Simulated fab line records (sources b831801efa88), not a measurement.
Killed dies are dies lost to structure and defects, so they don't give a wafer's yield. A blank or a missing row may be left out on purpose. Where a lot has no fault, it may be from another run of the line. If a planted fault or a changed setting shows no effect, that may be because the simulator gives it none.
A struck lot beside a sound one :: flow sky130 :: 19 steps out of a route of 708
Sound: the wafers L399.4, L399.5, L399.6. Struck: wafers L406.2, L406.3, L406.6. The cause is given at the end.
Per side, at each step with rows, come the tool, then ch with its chambers, and then its first start. Under that, the readings that differ: sound wafers :: struck wafers :: difference of the means :: sigmas: that difference in standard deviations of wafers without a fault.
alike: readings whose means differ by less than 2 such deviations, and words and numbers that are the same on both sides. not compared: withheld readings, readings that some wafer has no value for, bounds like >300 that may hide the same value, and numbers for which the record gives no deviation and whose values overlap.
Wherever a step has rows on one side only, a row that says differs or no value, or a row with sigmas, the two part there. Non-overlapping numbers with no deviation appear without sigmas and do not part them. A reading that every wafer of one side lacks parts them only if that side has two wafers or more.

first, 4 steps without rows for these wafers: SKY_VT_ADJUST_LVTN_SOFTBAKE_14 (time 60 s); SKY_VT_ADJUST_LVTN_EXPOSE_15 (exposes mask HVN STD DERIVED, target cd 600 nm); SKY_VT_ADJUST_LVTN_PEB_16; SKY_VT_ADJUST_LVTN_DEVELOP_17 (develop time 60 s).
SKY_VT_ADJUST_LVTN_OVL_MEAS_18:
  sound on overlay-01 at day 7 12:13; struck on overlay-01 at day 9 18:56
  alike: VT_ADJUST_LVTN_01_OVL
then, 1 step without rows for these wafers: SKY_VT_ADJUST_LVTN_IMPLANT_19.
SKY_VT_ADJUST_LVTN_STRIP_20: strips in O2/N2.
  sound on plasma asher-01 ch 0,1, day 7 12:25; struck on plasma asher-01 ch 0,1, day 9 19:07
reading: strip time to endpoint s (s)
sound: 14.21 14.23 14.21
struck: 14.11 14.07 14.09
difference: -0.13
sigmas: -3
  alike: chamber pressure mTorr, drypump motor current A, oes product au
  not compared: rf hours counter h
SKY_VT_ADJUST_LVTN_TW_MEAS_21:
  sound on film metro-04 at day 7 12:31; struck on film metro-02 at day 9 19:14
reading: VT_ADJUST_LVTN_2_TW
sound: 185.0 184.4 184.3
struck: 186.9 188.5 188.7
difference: +3.5
sigmas: +2
then, 4 steps without rows for these wafers: SKY_VT_ADJUST_NCORE_DEHYDRATE_00 (time 60 s); SKY_VT_ADJUST_NCORE_HMDS_01 (prime time 60 s); SKY_VT_ADJUST_NCORE_COAT_02 (resist thk 1140 nm); SKY_VT_ADJUST_NCORE_SOFTBAKE_03 (time 60 s).
SKY_VT_ADJUST_NCORE_EXPOSE_04: exposes mask LVTN COMPLEMENT THIN, target cd 380 nm.
  sound on iline stepper-02 ch 0, day 7 23:01; struck on iline stepper-02 ch 0, day 10 06:39
reading: model.VT_ADJUST_NCORE.overlay x nm (nm)
sound: 0.4623 0.4623 0.4623
struck: 102.2 102.2 102.2
difference: +101.7
sigmas: 
  alike: mask
then, 2 steps without rows for these wafers: SKY_VT_ADJUST_NCORE_PEB_05; SKY_VT_ADJUST_NCORE_DEVELOP_06 (develop time 60 s).
SKY_VT_ADJUST_NCORE_CD_MEAS_07: target cd 380 nm.
  sound on cd sem-01 at day 8 08:58; struck on cd sem-01 at day 10 17:17
  alike: cd nm
SKY_VT_ADJUST_NCORE_OVL_MEAS_08:
  sound on overlay-02 at day 8 09:03; struck on overlay-02 at day 10 17:23
reading: VT_ADJUST_NCORE_OVL (nm)
sound: -1.5 0.7 1.9
struck: 101.9 100.3 101.6
difference: +100.9
sigmas: +84
then, 1 step without rows for these wafers: SKY_VT_ADJUST_NCORE_IMPLANT_09.
-- record jumps: 37 days separate the struck wafers' starts on either side; left off in module VT_ADJUST_NCORE, taken up again in module PAD_OPEN, whose first shown step is the route's number 708 --
SKY_PAD_OPEN_PROBE_99:
  sound on prober-02 at day 45 12:44; struck on prober-02 at day 47 13:56
  alike: killed_at_M0_to_M3, killed_at_M4_up, killed at contacts, killed at front end, killed at other, killed dies, killed open, killed short
  not compared: model.etest.sram nfet pass.vt sat v

WHERE THEY PART
First at SKY_VT_ADJUST_LVTN_STRIP_20; last, within this record, at SKY_VT_ADJUST_NCORE_OVL_MEAS_08. Later steps at which nothing parts them and some readings are alike: SKY_PAD_OPEN_PROBE_99.

WHY: what had been put in by the simulator
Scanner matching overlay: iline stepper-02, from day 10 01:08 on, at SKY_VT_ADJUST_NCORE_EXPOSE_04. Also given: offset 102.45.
